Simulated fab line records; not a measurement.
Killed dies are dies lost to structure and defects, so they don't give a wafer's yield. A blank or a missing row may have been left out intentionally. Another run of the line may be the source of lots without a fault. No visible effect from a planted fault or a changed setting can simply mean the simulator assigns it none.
Problem report in the 8D (eight disciplines) form, filled by code | flow gf180mcu | the parts of the form that need people (team, actions taken, sign-off) are left out

## 1. THE PROBLEM
Mean of spin_speed_rpm at GF_HV_LDD_COAT_41: 3416.2 rpm across 6 wafers in 2 lots; on wafers with no fault it is 3000.0 rpm (standard deviation 1.8). That is +99 or more standard deviations from the usual mean.
The step: resist thk 1000 nm.
First observed at day 17 14:11: wafer L426.2, on litho_track-03. At this step, 36 wafers from 12 lots have a number in the record. By rule, "out" or "out of limits" means more than 4 standard deviations away from the usual mean. The other wafers with a number count as sound.

## 2. WHAT IT IS, WHAT IT ISN'T
question                    | is                     | is not
which readings at this step | spin_speed_rpm         | -
which lots                  | L426, L429             | L410, L412, L413, L414, L415, L417, L420, L427, L428, L432
which wafers of those lots  | all that have a number | -
read on which tools         | litho_track-03         | litho_track-02, litho_track-04
when                        | from day 17 14:11      | up to then (21 sound wafers); but 9 sound wafers of L427, L428, L432 came after

## 3. THE SUSPECTS, EACH WITH WHAT RULES IT OUT
Counting: a tool at any process step up to the reading remains a suspect when it ran all the lots that are out and ran no sound lot after the first of those.
- litho_track-03 at GF_HV_LDD_COAT_41 (resist thk 1000 nm): kept. All lots that are out passed through it, beginning with L426 at day 17 14:11, and no sound lot followed; its final sound lot before that point was L415 at day 13 22:37. Its own spin_speed_rpm readings are out on those wafers.
After counting, what remains is litho_track-03 at GF_HV_LDD_COAT_41.

## 4. THE CAUSE (what the simulator had put in)
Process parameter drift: litho_track-03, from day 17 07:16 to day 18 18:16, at GF_HV_LDD_COAT_41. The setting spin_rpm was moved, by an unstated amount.
After counting, this tool was the only one left.

## 5. THE EFFECT CHAIN, in route order
One row per reading whose mean, taken over the struck wafers that have a number, lies over 3 standard deviations from the usual. Only readings whose record carries a usual standard deviation are examined. hours: median over the lots of the time between each lot's start at the first step of this table that gives one and its start at this step. sigmas: the change, counted in usual standard deviations.
hours | step               | reading                  | usual      | on struck wafers | change | sigmas
0     | GF_HV_LDD_COAT_41  | spin_speed_rpm           | 3000.0 rpm | 3416.2           | +416.2 | +99 or more
13    | GF_HV_LDD_STRIP_49 | strip_time_to_endpoint_s | 12.64 s    | 11.87            | -0.77  | -21
Here are the process steps it includes:
- GF_HV_LDD_COAT_41: resist thk 1000 nm.
- GF_HV_LDD_STRIP_49: strips in O2/N2.

## 6. WHAT WOULD HAVE CAUGHT IT SOONER
In this record the first reading out of limits was taken at day 17 14:11, 7 hours after the fault began at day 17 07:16.
